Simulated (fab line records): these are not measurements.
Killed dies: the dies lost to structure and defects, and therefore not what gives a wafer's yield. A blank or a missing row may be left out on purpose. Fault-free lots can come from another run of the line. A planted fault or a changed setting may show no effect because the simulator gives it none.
Shared-tool check | flow gf180mcu | 30 wafers sampled across 10 lots

== WHY THIS WAS OPENED ==
Of 10 lots, 2 have the reading M1_ALCU_RS flagged at GF_M1_RS_MEAS_05. No-fault wafers: 0.0698 ohm/sq, standard deviation 0.0008.
Rule: flag the lot when none of its wafers has a number, or when each of its wafers that has one lies beyond 4 standard deviations from that mean. The rest of the lots are taken to be sound.

lot  | measured     | on            | M1_ALCU_RS (ohm/sq), wafer by wafer | flag
L499 | day 16 08:00 | film-metro-02 | 0.0705 0.0699 0.0703                |
L500 | day 16 18:38 | film-metro-01 | 0.0699 0.0699 0.0704                |
L501 | day 17 09:27 | film-metro-01 | 0.0697 0.0689 0.0692                |
L507 | day 19 13:46 | film-metro-01 | 0.0702 0.0690 0.0701                |
L509 | day 20 07:21 | film-metro-02 | 0.0702 0.0702 0.0701                |
L515 | day 22 07:58 | film-metro-02 | 0.0861 0.0876 0.0878                | FLAGGED
L516 | day 22 14:01 | film-metro-03 | 0.0694 0.0696 0.0699                |
L517 | day 22 23:04 | film-metro-03 | 0.0853 0.0858 0.0831                | FLAGGED
L520 | day 23 23:35 | film-metro-01 | 0.0696 0.0689 0.0702                |
L521 | day 24 03:17 | film-metro-03 | 0.0700 0.0705 0.0700                |
Average over the flagged lots: 0.0859 ohm/sq; offset from the usual +0.0161 ohm/sq, equal to +20 standard deviations.

== WHICH TOOL EACH LOT WENT THROUGH ==
The record holds 3 process steps before the reading, out of a route of 602 steps. Cell contents, in order: the tool; ch with the chambers the sampled wafers went through; the start.
lot  | flag    | GF_SALICIDE_RTA_06               | GF_SALICIDE_RTA_08               | GF_M1_SPUTTER_02
L499 |         | rtp-anneal-01 ch 0, day 15 07:39 | rtp-anneal-02 ch 0, day 15 07:50 | pvd-sputter-04, day 16 07:52
L500 |         | rtp-anneal-01 ch 0, day 15 17:48 | rtp-anneal-02 ch 0, day 15 17:59 | pvd-sputter-04, day 16 18:32
L501 |         | rtp-anneal-01 ch 0, day 16 08:29 | rtp-anneal-02 ch 0, day 16 08:41 | pvd-sputter-01, day 17 09:22
L507 |         | rtp-anneal-02 ch 0, day 18 11:38 | rtp-anneal-01 ch 0, day 18 11:50 | pvd-sputter-02, day 19 13:40
L509 |         | rtp-anneal-02 ch 0, day 19 04:32 | rtp-anneal-01 ch 0, day 19 04:44 | pvd-sputter-04, day 20 07:13
L515 | FLAGGED | rtp-anneal-01 ch 0, day 21 05:37 | rtp-anneal-02 ch 0, day 21 05:49 | pvd-sputter-04, day 22 07:52
L516 |         | rtp-anneal-01 ch 0, day 21 12:28 | rtp-anneal-02 ch 0, day 21 12:40 | pvd-sputter-01, day 22 13:53
L517 | FLAGGED | rtp-anneal-02 ch 0, day 21 21:23 | rtp-anneal-01 ch 0, day 21 21:35 | pvd-sputter-04, day 22 22:58
L520 |         | rtp-anneal-02 ch 0, day 22 22:11 | rtp-anneal-01 ch 0, day 22 22:23 | pvd-sputter-02, day 23 23:28
L521 |         | rtp-anneal-02 ch 0, day 23 02:32 | rtp-anneal-01 ch 0, day 23 02:45 | pvd-sputter-02, day 24 03:10
These steps, and what they do:
- GF_SALICIDE_RTA_06: time 30 s.
- GF_SALICIDE_RTA_08: time 30 s.
- GF_M1_SPUTTER_02: material AlCu, target thk 450 nm, time 23.9 s.
- GF_M1_RS_MEAS_05: measures by four-point-probe.

== FLAGGED OVER TOTAL, TOOL BY TOOL (the gauges that took the reading come last) ==
step               | tool           | lots run | flagged | share of the flagged lots | sound lots run after its first flagged lot
GF_SALICIDE_RTA_06 | rtp-anneal-01  | 5        | 1       | some                      | 1 (L516)
GF_SALICIDE_RTA_06 | rtp-anneal-02  | 5        | 1       | some                      | 2 (L520,L521)
GF_SALICIDE_RTA_08 | rtp-anneal-01  | 5        | 1       | some                      | 2 (L520,L521)
GF_SALICIDE_RTA_08 | rtp-anneal-02  | 5        | 1       | some                      | 1 (L516)
GF_M1_SPUTTER_02   | pvd-sputter-01 | 2        | 0       | none                      | -
GF_M1_SPUTTER_02   | pvd-sputter-02 | 3        | 0       | none                      | -
GF_M1_SPUTTER_02   | pvd-sputter-04 | 5        | 2       | all                       | 0
GF_M1_RS_MEAS_05   | film-metro-01  | 4        | 0       | none                      | -
GF_M1_RS_MEAS_05   | film-metro-02  | 3        | 1       | some                      | 0
GF_M1_RS_MEAS_05   | film-metro-03  | 3        | 1       | some                      | 1 (L521)

== THE TABLE: WHAT IT ALLOWS ==
All flagged lots share 1 row of the table, namely pvd-sputter-04 at GF_M1_SPUTTER_02.
- pvd-sputter-04 at GF_M1_SPUTTER_02 ran 5 lots, 2 of them flagged. Its last sound lot is L509 (day 20 07:13), its first flagged lot L515 (day 22 07:52): a fault that began between those two fits.
pvd-sputter-04 at GF_M1_SPUTTER_02 is the single tool remaining.

== WHAT THE SIMULATOR PUT IN ==
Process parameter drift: pvd-sputter-04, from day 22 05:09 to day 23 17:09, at GF_M1_SPUTTER_02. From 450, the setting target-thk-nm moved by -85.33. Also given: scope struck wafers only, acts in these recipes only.
Lots struck among those shown: L515, L517. Same finding as the rule above.
